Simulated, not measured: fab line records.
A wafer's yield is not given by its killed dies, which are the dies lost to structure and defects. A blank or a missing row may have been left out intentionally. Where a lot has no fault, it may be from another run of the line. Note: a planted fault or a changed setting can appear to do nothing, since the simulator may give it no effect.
Which of the tools did it?	flow sky130	36 wafers from 12 lots sampled at 6 of the route's 708 steps

WHAT THE GAUGES READ, wafer by wafer
SKY_FIELD_ISO_THK_MEAS_02.
lot	measured	on	FIELD_ISO_OXIDATION_00_THK (nm)
L287	day 1 12:07	filmMetro-01	12.05 12.21 12.27
L288	day 1 17:37	filmMetro-02	12.04 12.09 11.95
L289	day 1 22:27	filmMetro-03	11.69 11.73 11.68
L291	day 2 09:06	filmMetro-02	12.02 12.17 12.15
L292	day 2 13:39	filmMetro-02	12.09 12.02 11.96
L293	day 2 18:38	filmMetro-03	12.19 12.24 12.31
L296	day 3 14:03	filmMetro-03	11.75 11.85 11.54
L299	day 4 01:26	filmMetro-03	12.16 12.05 12.01
L301	day 4 09:38	filmMetro-01	11.58 11.62 11.65
L302	day 4 16:53	filmMetro-02	12.12 11.65 11.91
L308	day 5 20:38	filmMetro-03	11.97 12.19 12.08
L310	day 6 08:09	filmMetro-01	11.92 11.98 11.85

SKY_PWDE_TW_MEAS_10.
lot	measured	on	PWDE_TW
L287	day 3 20:56	filmMetro-01	370.3 370.1 372.1
L288	day 4 03:12	filmMetro-01	370.8 370.8 367.5
L289	day 4 09:10	filmMetro-02	374.9 376.1 376.0
L291	day 5 06:19	filmMetro-01	370.3 369.5 371.9
L292	day 5 06:10	filmMetro-04	372.7 373.9 371.0
L293	day 5 10:15	filmMetro-02	378.2 378.1 374.9
L296	day 6 06:39	filmMetro-02	378.5 380.2 379.8
L299	day 6 15:43	filmMetro-04	349.2 347.8 348.7
L301	day 7 03:36	filmMetro-04	347.8 348.6 346.0
L302	day 7 08:06	filmMetro-01	371.2 370.9 371.3
L308	day 8 16:41	filmMetro-01	370.4 373.1 372.9
L310	day 9 09:40	filmMetro-02	379.4 377.1 378.5

SKY_NWELL_RS_MEAS_31: measurement is done with a four-point probe.
lot	measured	on	PWDE_RS (ohm/sq)
L287	day 5 07:22	filmMetro-01	5274 5278 5278
L288	day 5 14:47	filmMetro-04	5268 5277 5258
L289	day 5 20:51	filmMetro-01	5288 5276 5274
L291	day 6 20:21	filmMetro-04	5266 5269 5264
L292	day 6 18:58	filmMetro-02	5280 5303 5294
L293	day 7 00:28	filmMetro-02	5304 5284 5304
L296	day 7 23:11	filmMetro-02	5289 5274 5273
L299	day 8 07:31	filmMetro-02	6259 6218 6254
L301	day 8 21:22	filmMetro-02	6210 6225 6219
L302	day 9 01:56	filmMetro-01	5296 5316 5298
L308	day 10 12:30	filmMetro-01	5261 5246 5268
L310	day 11 06:58	filmMetro-01	5288 5286 5264

SKY_GATE_OXIDE_OVL_MEAS_10.
lot	measured	on	GATE_OXIDE_OVL (nm)
L287	day 13 16:43	overlay-02	-0.2 1.0 0.7
L288	day 14 02:06	overlay-01	-1.9 -3.0 -2.8
L289	day 14 07:50	overlay-02	3.0 1.9 2.5
L291	day 15 21:22	overlay-01	-0.4 0.1 -1.8
L292	day 15 19:09	overlay-01	-1.6 -1.3 -0.7
L293	day 17 07:06	overlay-02	2.9 3.5 2.7
L296	day 17 15:26	overlay-01	-0.6 -0.6 -2.8
L299	day 17 18:42	overlay-01	-1.4 -0.4 -0.9
L301	day 18 21:08	overlay-02	-0.9 -0.9 0.5
L302	day 19 02:51	overlay-01	-2.0 -2.5 -0.3
L308	day 20 22:25	overlay-02	1.1 0.0 2.5
L310	day 22 14:46	overlay-01	2.4 3.3 3.3

WHICH TOOL RAN EACH LOT (tool, then ch and the chambers of the sampled wafers, then the start)
lot	SKY_FIELD_ISO_CMP_27	SKY_PWDE_IMPLANT_08
L287	cmp-02 ch 1,2, day 2 10:36	implanter-02 ch 0, day 3 20:42
L288	cmp-01 ch 0,2,3, day 2 15:53	implanter-04 ch 0, day 4 02:57
L289	cmp-01 ch 0,2,3, day 2 22:57	implanter-03 ch 0, day 4 08:55
L291	cmp-02 ch 1,2, day 3 16:27	implanter-04 ch 0, day 5 06:04
L292	cmp-02 ch 0,2,3, day 3 16:48	implanter-03 ch 0, day 5 05:55
L293	cmp-01 ch 1,3, day 3 20:53	implanter-04 ch 0, day 5 10:00
L296	cmp-01 ch 1,3, day 4 13:53	implanter-04 ch 0, day 6 06:24
L299	cmp-01 ch 0,2,3, day 5 00:30	implanter-03 ch 0, day 6 15:28
L301	cmp-01 ch 0,2,3, day 5 10:37	implanter-03 ch 0, day 7 03:21
L302	cmp-02 ch 0,2,3, day 5 16:38	implanter-04 ch 0, day 7 07:51
L308	cmp-01 ch 0,2,3, day 6 21:15	implanter-02 ch 0, day 8 16:21
L310	cmp-02 ch 0,2,3, day 7 12:28	implanter-02 ch 0, day 9 09:25
- SKY_FIELD_ISO_CMP_27: polishes, stops on Si3N4, t overpolish 16 s, target thk 457.8 nm.
- SKY_PWDE_IMPLANT_08

WHAT THE TOOLS THEMSELVES READ (means of the sampled wafers that have a number; where no wafer has one, the mark that the record gives instead)
SKY_FIELD_ISO_CMP_27.
lot	tool	motorCurrentA (A)	overpolishRunS (s)	platenRpm (rpm)	timeToEndpointS (s)
L287	cmp-02	10.7	16.008	60.01	112
L288	cmp-01	11.6	16.000	59.98	115
L289	cmp-01	11.5	16.001	60.03	119
L291	cmp-02	10.6	16.013	60.00	109
L292	cmp-02	11.3	16.000	60.03	106
L293	cmp-01	12.5	16.000	60.02	117
L296	cmp-01	12.0	15.998	60.03	110
L299	cmp-01	11.8	16.000	60.02	111
L301	cmp-01	11.5	16.002	59.98	116
L302	cmp-02	11.6	16.000	60.00	109
L308	cmp-01	11.7	15.985	60.02	109
L310	cmp-02	11.2	15.994	59.99	107

SKY_PWDE_IMPLANT_08.
lot	tool	doseIonsCm2	faradayCurrentUA
L287	implanter-02	3.6e+12	20.3
L288	implanter-04	3.6e+12	20.2
L289	implanter-03	3.6e+12	20.0
L291	implanter-04	3.6e+12	20.2
L292	implanter-03	3.6e+12	20.2
L293	implanter-04	3.6e+12	20.2
L296	implanter-04	3.6e+12	20.5
L299	implanter-03	2.9e+12	16.6
L301	implanter-03	2.9e+12	16.6
L302	implanter-04	3.6e+12	20.1
L308	implanter-02	3.6e+12	20.2
L310	implanter-02	3.6e+12	20.4

THE ANSWER, worked out from the rows above alone
Rule: the lots themselves supply what counts as usual. The widest of any qualifying gaps counts: lots, ordered by their means at a reading, are off when they make up no more than a third of the lots, leave a main group of 4 or more, and stand apart from it by 3 or more times the standard deviation of that group's means. The tables above print the reading to a certain number of digits; a main group whose means all agree to those digits is not used. Also off: a lot with no number at a reading for which 4 or more lots have one. Where the step has rows for the other lots, those lots are counted as sound. First the gauges in route order, then the tools' own readings, where a lot's mean is used as printed above. At the first step where some lot is off, the reading lying furthest off is the one used; lots without a number count as furthest.
Off: L299, L301, seen at SKY_PWDE_TW_MEAS_10 (PWDE_TW). For the main group the mean is 373.7 and the standard deviation 3.4.
A tool fits if, at a process step before that reading, it ran every lot that is off, and no sound lot after the first of them. The gauges at SKY_PWDE_TW_MEAS_10 aren't tried: what is off there is off at SKY_NWELL_RS_MEAS_31 too, on other tools, and a gauge's error can't cause that. One fits: implanter-03 at SKY_PWDE_IMPLANT_08. Its last sound lot is L292 (day 5 05:55), its first lot that is off L299 (day 6 15:28): a fault that began between those two fits.
The tool's own readings at SKY_PWDE_IMPLANT_08 bear it out: on the lots that are off they differ by more than 5 times the standard deviation of the sound lots' means. doseIonsCm2 reads 2.9e+12 there against 3.6e+12 on the sound lots; faradayCurrentUA reads 16.6 there against 20.2 on the sound lots.

WHAT HAD BEEN PUT IN BY THE SIMULATOR
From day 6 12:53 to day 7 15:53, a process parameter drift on implanter-03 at SKY_PWDE_IMPLANT_08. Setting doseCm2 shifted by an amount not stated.
Shown lots that were struck: L299, L301. This agrees with what the rule above found.
